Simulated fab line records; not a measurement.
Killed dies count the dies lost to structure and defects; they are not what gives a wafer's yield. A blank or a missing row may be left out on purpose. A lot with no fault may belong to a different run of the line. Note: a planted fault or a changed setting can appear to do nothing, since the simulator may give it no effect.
The same fault as seen by 2 desks :: flow sky130 :: only its own numbers are on each desk; what lay behind them is given at the end

AT THE METROLOGY DESK
Lot by lot, what the gauges showed, no matter which tool ran the lot: averages of those sampled wafers that carry a number. Any lot whose mean is over 4 standard deviations away from the usual mean is out of limits and marked OUT; that distance is given in the brackets.
Columns: A = LDD_HVN_OVL at SKY_LDD_HVN_OVL_MEAS_07, usual -1.1 nm; B = cd nm at SKY_POLY_CUT_CD_MEAS_08, usual 269.8 nm; C = SD_N_RS at SKY_SD_N_RS_MEAS_16, usual 68.60 ohm/sq; D = SD_P_RS at SKY_SD_N_RS_MEAS_17, usual 147.1 ohm/sq
lot: L671
first seen here: day 20 16:45
A: -2.7
B: 269.0
C: 68.57
D: 146.9

lot: L672
first seen here: day 20 20:52
A: -0.2
B: 268.8
C: 68.54
D: 147.1

lot: L673
first seen here: day 21 04:50
A: 1.5
B: 269.1
C: 68.59
D: 146.7

lot: L675
first seen here: day 22 03:18
A: -1.2
B: 268.3
C: 68.48
D: 147.0

lot: L677
first seen here: day 22 23:22
A: 0.4
B: 267.5
C: 68.52
D: 146.8

lot: L686
first seen here: day 25 23:53
A: -1.0
B: 269.8
C: 70.83 (+20) OUT
D: 160.0 (+35) OUT

lot: L687
first seen here: day 26 08:22
A: -2.1
B: 270.2
C: 68.65
D: 147.3

lot: L688
first seen here: day 26 16:07
A: -0.8
B: 271.6
C: 70.79 (+20) OUT
D: 159.2 (+33) OUT

lot: L689
first seen here: day 26 21:57
A: -1.5
B: 270.7
C: 68.57
D: 147.4

lot: L691
first seen here: day 27 14:21
A: -1.4
B: 269.1
C: 68.49
D: 146.8

lot: L693
first seen here: day 28 02:32
A: 1.6
B: 271.1
C: 68.65
D: 147.4
Finding of this desk: L686, L688 out of limits, first seen on L686 at day 33 03:44 (SD_N_RS at SKY_SD_N_RS_MEAS_16). L671, L672, L673, L675, L677, L687, L689, L691, L693 stayed within limits.

FOR THE TOOL OWNER'S DESK: rtp anneal-01
At SKY_SD_N_RTA_14 (time 2 s), the tool's own readings, given per lot that ran on this tool as the mean of the sampled wafers with a number. Any lot whose mean is over 4 standard deviations away from the usual mean is out of limits and marked OUT; that distance is given in the brackets.
Columns: A = chamber o2 ppm at SKY_SD_N_RTA_14, usual 1.999; B = lamp power pct at SKY_SD_N_RTA_14, usual 15.73 %; C = wafer_temp_C_max at SKY_SD_N_RTA_14, usual 1078.1
lot: L671
first seen here: day 28 04:25
A: 2.036
B: 15.71
C: 1078.9

lot: L673
first seen here: day 28 14:41
A: 1.996
B: 15.74
C: 1079.1

lot: L675
first seen here: day 29 12:37
A: 1.996
B: 15.74
C: 1078.5

lot: L677
first seen here: day 30 08:44
A: 1.983
B: 15.74
C: 1078.9

lot: L686
first seen here: day 33 03:33
A: 1.951
B: 15.22 (-9.5) OUT
C: 1079.4

lot: L688
first seen here: day 33 21:47
A: 2.009
B: 15.24 (-9.1) OUT
C: 1078.8
This desk's verdict: out of limits on L686, L688, starting with L686 at day 33 03:33 (lamp power pct at SKY_SD_N_RTA_14). L671, L673, L675, L677 stayed within limits.

PUT TOGETHER
At day 33 03:33, on L686, L688, the tool owner's desk was in a position to raise an alarm.
An alarm was possible from the metrology desk at day 33 03:44, on L686, L688.
Every lot named ran SKY_SD_N_RTA_14 on rtp anneal-01.

WHAT THE SIMULATOR PUT IN
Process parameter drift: rtp anneal-01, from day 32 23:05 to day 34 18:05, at SKY_SD_N_RTA_14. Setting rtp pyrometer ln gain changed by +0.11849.
Shown lots that were struck: L686, L688.
Fault start to first reading out of limits, in hours, per desk: tool owner, 4; metrology, 5.
